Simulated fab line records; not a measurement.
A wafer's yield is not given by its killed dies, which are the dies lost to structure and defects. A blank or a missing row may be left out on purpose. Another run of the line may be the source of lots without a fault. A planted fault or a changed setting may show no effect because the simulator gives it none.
Chamber matching | flow sky130 | SKY_CONTACT_ETCH_17 on rie-diel-04: 4 sister chambers
The step etches SiO2 in C4F8/O2/Ar, stops on Si3N4, target depth 340 nm. 14 wafers are shown with their chamber, then 7 later ones without.

== WAFERS PAIRED WITH THEIR CHAMBERS ==
wafer  | chamber | oes-product-au (a.u.)
L974.4 | 1       | 0.883
L974.5 | 3       | 0.891
L974.6 | 0       | 0.901
L976.1 | 3       | 0.886
L976.3 | 2       | 0.893
L976.5 | 2       | 0.893
L980.1 | 3       | 0.892
L980.3 | 2       | 0.890
L980.4 | 3       | 0.892
L985.1 | 2       | 0.902
L985.3 | 3       | 0.886
L985.6 | 1       | 0.890
L986.1 | 1       | 0.891
L986.4 | 0       | 0.895

SIGNATURES (averages over the wafers above)
reading        | chamber 0 | chamber 1 | chamber 2 | chamber 3 | scatter within a chamber
oes-product-au | 0.89800   | 0.88800   | 0.89450   | 0.88940   | 0.0042
Rule: for a wafer and a chamber, the distance is found by dividing, reading by reading, the gap between the wafer's reading and the chamber's mean by the reading's scatter, squaring, summing and taking the root. If the next closest chamber is less than 2 further off than the closest, the wafer can't be placed; otherwise it belongs to the closest. The scatter is the square root of a quotient: the sum, over the shown wafers, of each reading's squared deviation from its chamber's mean, divided by wafers minus chambers.

== WAFERS MISSING THEIR CHAMBER ==
wafer  | oes-product-au (a.u.)
L986.6 | 0.892
L993.2 | 0.893
L993.3 | 0.897
L993.5 | 0.893
L994.1 | 0.889
L994.3 | 0.895
L994.5 | 0.898

== EACH ONE'S CHAMBER ==
wafer  | from the rows above               | in truth
L986.6 | can't be placed: 2 or 3 or 1 or 0 | 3
L993.2 | can't be placed: 2 or 3 or 0 or 1 | 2
L993.3 | can't be placed: 0 or 2 or 3 or 1 | 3
L993.5 | can't be placed: 2 or 3 or 0 or 1 | 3
L994.1 | can't be placed: 3 or 1 or 2      | 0
L994.3 | can't be placed: 2 or 0 or 3 or 1 | 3
L994.5 | can't be placed: 0 or 2           | 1
Correctly placed: 0 of 7. From these rows, 7 cannot be placed; in 5 the true chamber is one of the candidates. Placed wrongly: 0.
